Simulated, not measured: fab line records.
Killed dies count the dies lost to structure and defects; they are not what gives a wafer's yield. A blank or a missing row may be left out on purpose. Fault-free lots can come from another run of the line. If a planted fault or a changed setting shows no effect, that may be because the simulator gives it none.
Comparing a struck lot with a sound one :: flow sky130 :: 27 out of 708 route steps
Sound: wafers L368.2, L368.4, L368.5. Struck: wafers L358.1, L358.2, L358.5. The cause comes at the end.
Each step with rows lists, per side, the tool, then ch with its chambers, then its first start. Under that, the readings that differ: sound wafers :: struck wafers :: difference of the means :: sigmas: that difference in standard deviations of wafers without a fault.
alike: readings with means less than 2 such deviations apart, plus words and numbers identical on both sides. not compared: withheld readings, readings lacking a value on some wafer, bounds such as >300 that could conceal the same value, and numbers that have no deviation in the record and whose values overlap.
The two part at a step that has a row with sigmas, a row that says differs or no value, or rows on one side only. Non-overlapping numbers with no deviation appear without sigmas and do not part them. Lack of a reading on every wafer of one side parts them only where that side has two or more wafers.

first, 3 steps without rows for these wafers: SKY_LDD_N_EXPOSE_04 (exposes mask NTM, target cd 840 nm); SKY_LDD_N_PEB_05; SKY_LDD_N_DEVELOP_06 (develop time 60 s).
SKY_LDD_N_OVL_MEAS_07:
  struck on overlay-01, day 20 03:02; sound on overlay-01, day 23 07:29
  alike: LDD_N_OVL
then, 8 steps without rows for these wafers: SKY_LDD_N_IMPLANT_08; SKY_LDD_N_IMPLANT_09; SKY_LDD_N_IMPLANT_10; SKY_LDD_N_IMPLANT_11; SKY_LDD_N_IMPLANT_12; SKY_LDD_N_IMPLANT_13; SKY_LDD_N_IMPLANT_14; SKY_LDD_N_IMPLANT_15.
SKY_LDD_N_STRIP_16: strips in O2/N2.
  sound on plasma asher-03 ch 0,1, day 23 08:43; struck on plasma asher-02 ch 0,1, day 20 04:16
  no value came back on the struck wafers for chamber pressure mTorr (mTorr), drypump motor current A (A), oes product au (a.u.), strip time to endpoint s (s); on the sound wafers chamber pressure mTorr (mTorr) reads 1499.3 1500.8 1502.4
reading: model.NOVOLAK_of_LDD_N_COAT_02.thk nm (nm)
sound: 0 0 0
struck: 298.2 297.8 298.2
difference: +298.1
sigmas: 
  not compared: rf hours counter h
SKY_LDD_N_TW_MEAS_17:
  struck on film metro-04, day 20 04:22; sound on film metro-02, day 23 08:50
  alike: LDD_N_TW
then, 7 steps without rows for these wafers: SKY_LDD_P_DEHYDRATE_00 (time 60 s); SKY_LDD_P_HMDS_01 (prime time 60 s); SKY_LDD_P_COAT_02 (resist thk 1140 nm); SKY_LDD_P_SOFTBAKE_03 (time 60 s); SKY_LDD_P_EXPOSE_04 (exposes mask PSDM, target cd 380 nm); SKY_LDD_P_PEB_05; SKY_LDD_P_DEVELOP_06 (develop time 60 s).
SKY_LDD_P_CD_MEAS_07 targets a cd of 380 nm.
  struck on cd sem-01, day 21 10:19; sound on cd sem-02, day 24 15:00
  alike: cd nm
SKY_LDD_P_OVL_MEAS_08:
  struck on overlay-02, day 21 10:26; sound on overlay-01, day 24 15:07
  alike: LDD_P_OVL
after that, 1 step had no rows for these wafers: SKY_LDD_P_IMPLANT_09.
SKY_LDD_P_STRIP_10: strips in O2/N2.
  sound on plasma asher-03 ch 0,1, day 24 15:17; struck on plasma asher-04 ch 0,1, day 21 10:38
reading: strip time to endpoint s (s)
sound: 14.16 14.20 14.20
struck: 18.65 18.71 18.69
difference: +4.50
sigmas: +96
  alike: chamber pressure mTorr, drypump motor current A, oes product au
  not compared: rf hours counter h
SKY_LDD_P_TW_MEAS_11:
  struck on film metro-02, day 21 10:44; sound on film metro-04, day 24 15:24
reading: LDD_P_TW
sound: 646 642 644
struck: 30 30 30
difference: -614
sigmas: -99 or more
then, 1 step without rows for these wafers: SKY_LDD_HVN_DEHYDRATE_00 (time 60 s).

## WHERE THEY PART
At SKY_LDD_N_STRIP_16 first; at SKY_LDD_P_TW_MEAS_11 last (within this record only).

WHY: whatever the simulator had introduced
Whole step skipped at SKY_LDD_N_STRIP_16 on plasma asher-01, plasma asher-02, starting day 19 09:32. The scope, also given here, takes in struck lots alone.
